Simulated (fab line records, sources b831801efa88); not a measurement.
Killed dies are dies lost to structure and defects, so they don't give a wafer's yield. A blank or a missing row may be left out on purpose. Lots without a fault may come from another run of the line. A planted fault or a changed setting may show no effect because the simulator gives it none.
A struck lot beside a sound one | flow sky130 | 23 steps out of a route of 708
Sound: wafers L606.1, L606.3, L606.6. Struck: wafers L610.1, L610.3, L610.5. The cause comes at the end.
At each step with rows: each side's tool, then ch and its chambers, then its first start. Under that, the readings that differ: sound wafers | struck wafers | difference of the means | sigmas: that difference in standard deviations of wafers without a fault.
alike: readings whose means differ by less than 2 such deviations, and words and numbers that are the same on both sides. not compared: withheld readings, readings that some wafer has no value for, bounds like >300 that may hide the same value, and numbers for which the record gives no deviation and whose values overlap.
The two part at a step that has a row with sigmas, a row that says differs or no value, or rows on one side only. Numbers that don't overlap but have no deviation are shown without sigmas and don't part them. A reading that every wafer of one side lacks parts them only if that side has two wafers or more.

first, 6 steps without rows for these wafers: SKY_VT_ADJUST_LVTN_HMDS_12 (prime time 60 s); SKY_VT_ADJUST_LVTN_COAT_13 (resist thk 1140 nm); SKY_VT_ADJUST_LVTN_SOFTBAKE_14 (time 60 s); SKY_VT_ADJUST_LVTN_EXPOSE_15 (exposes mask HVN STD DERIVED, target cd 600 nm); SKY_VT_ADJUST_LVTN_PEB_16; SKY_VT_ADJUST_LVTN_DEVELOP_17 (develop time 60 s).
SKY_VT_ADJUST_LVTN_OVL_MEAS_18:
  sound on overlay-02, day 8 21:56; struck on overlay-01, day 9 19:36
  reading                    | sound       | struck        | difference | sigmas
  VT_ADJUST_LVTN_01_OVL (nm) | 4.4 0.8 0.9 | -1.4 0.4 -1.6 | -2.9       | -2
then, 1 step without rows for these wafers: SKY_VT_ADJUST_LVTN_IMPLANT_19.
SKY_VT_ADJUST_LVTN_STRIP_20: strips in O2/N2.
  sound on plasma_asher-03 ch 0,1, day 8 22:07; struck on plasma_asher-03 ch 0,1, day 9 19:47
  alike: drypump_motor_current_A, oes_product_au, strip_time_to_endpoint_s
  not compared: rf_hours_counter_h
SKY_VT_ADJUST_LVTN_TW_MEAS_21:
  sound on film_metro-02, day 8 22:13; struck on film_metro-03, day 9 19:53
  alike: VT_ADJUST_LVTN_2_TW
then, 2 steps without rows for these wafers: SKY_VT_ADJUST_NCORE_DEHYDRATE_00 (time 60 s); SKY_VT_ADJUST_NCORE_HMDS_01 (prime time 60 s).
SKY_VT_ADJUST_NCORE_COAT_02: resist thk 1140 nm.
  sound on litho_track-04 ch 0, day 9 08:40; struck on litho_track-01 ch 0, day 10 06:44
  reading                                              | sound                | struck               | difference | sigmas
  resist_line_temp_C (C)                               | 23.03 22.95 22.83    | 23.27 23.20 23.17    | +0.28      | +3
  spin_speed_rpm (rpm)                                 | 2999.1 2999.4 3000.8 | 2847.4 2848.9 2847.8 | -151.7     | -84
  model.NOVOLAK_of_VT_ADJUST_NCORE_COAT_02.thk_nm (nm) | 1138 1143 1142       | 1168 1166 1165       | +25        |
  alike: dispense_pressure_kPa
then, 3 steps without rows for these wafers: SKY_VT_ADJUST_NCORE_SOFTBAKE_03 (time 60 s); SKY_VT_ADJUST_NCORE_EXPOSE_04 (exposes mask LVTN COMPLEMENT THIN, target cd 380 nm); SKY_VT_ADJUST_NCORE_PEB_05.
SKY_VT_ADJUST_NCORE_DEVELOP_06: develop time 60 s.
  sound on litho_track-02 ch 0, day 9 19:48; struck on litho_track-02 ch 0, day 10 18:12
  reading                                              | sound          | struck         | difference | sigmas
  model.NOVOLAK_of_VT_ADJUST_NCORE_COAT_02.thk_nm (nm) | 1138 1142 1142 | 1167 1166 1165 | +25        |
  alike: developer_temp_C, resist_line_temp_C
SKY_VT_ADJUST_NCORE_CD_MEAS_07: target cd 380 nm.
  sound on cd_sem-02, day 9 19:57; struck on cd_sem-01, day 10 18:21
  alike: cd_nm
SKY_VT_ADJUST_NCORE_OVL_MEAS_08:
  sound on overlay-01, day 9 20:04; struck on overlay-02, day 10 18:28
  alike: VT_ADJUST_NCORE_OVL
then, 1 step without rows for these wafers: SKY_VT_ADJUST_NCORE_IMPLANT_09.
SKY_VT_ADJUST_NCORE_STRIP_10: strips in O2/N2.
  sound on plasma_asher-03 ch 0,1, day 9 20:16; struck on plasma_asher-01 ch 0,1, day 10 18:40
  reading                      | sound             | struck            | difference | sigmas
  drypump_motor_current_A (A)  | 5.59 5.58 5.70    | 5.44 4.84 4.86    | -0.58      | -2
  strip_time_to_endpoint_s (s) | 14.16 14.21 14.19 | 14.48 14.45 14.44 | +0.27      | +6
  alike: oes_product_au
  not compared: rf_hours_counter_h
SKY_VT_ADJUST_NCORE_TW_MEAS_11:
  sound on film_metro-02, day 9 20:22; struck on film_metro-03, day 10 18:46
  alike: VT_ADJUST_NCORE_TW
SKY_PAD_OPEN_PROBE_99:
  the record has rows for the sound wafers here (prober-01, day 46 23:05) and none for the struck ones

WHERE THEY PART
First at SKY_VT_ADJUST_LVTN_OVL_MEAS_18; last, within this record, at SKY_PAD_OPEN_PROBE_99.

WHY: what the simulator had put in
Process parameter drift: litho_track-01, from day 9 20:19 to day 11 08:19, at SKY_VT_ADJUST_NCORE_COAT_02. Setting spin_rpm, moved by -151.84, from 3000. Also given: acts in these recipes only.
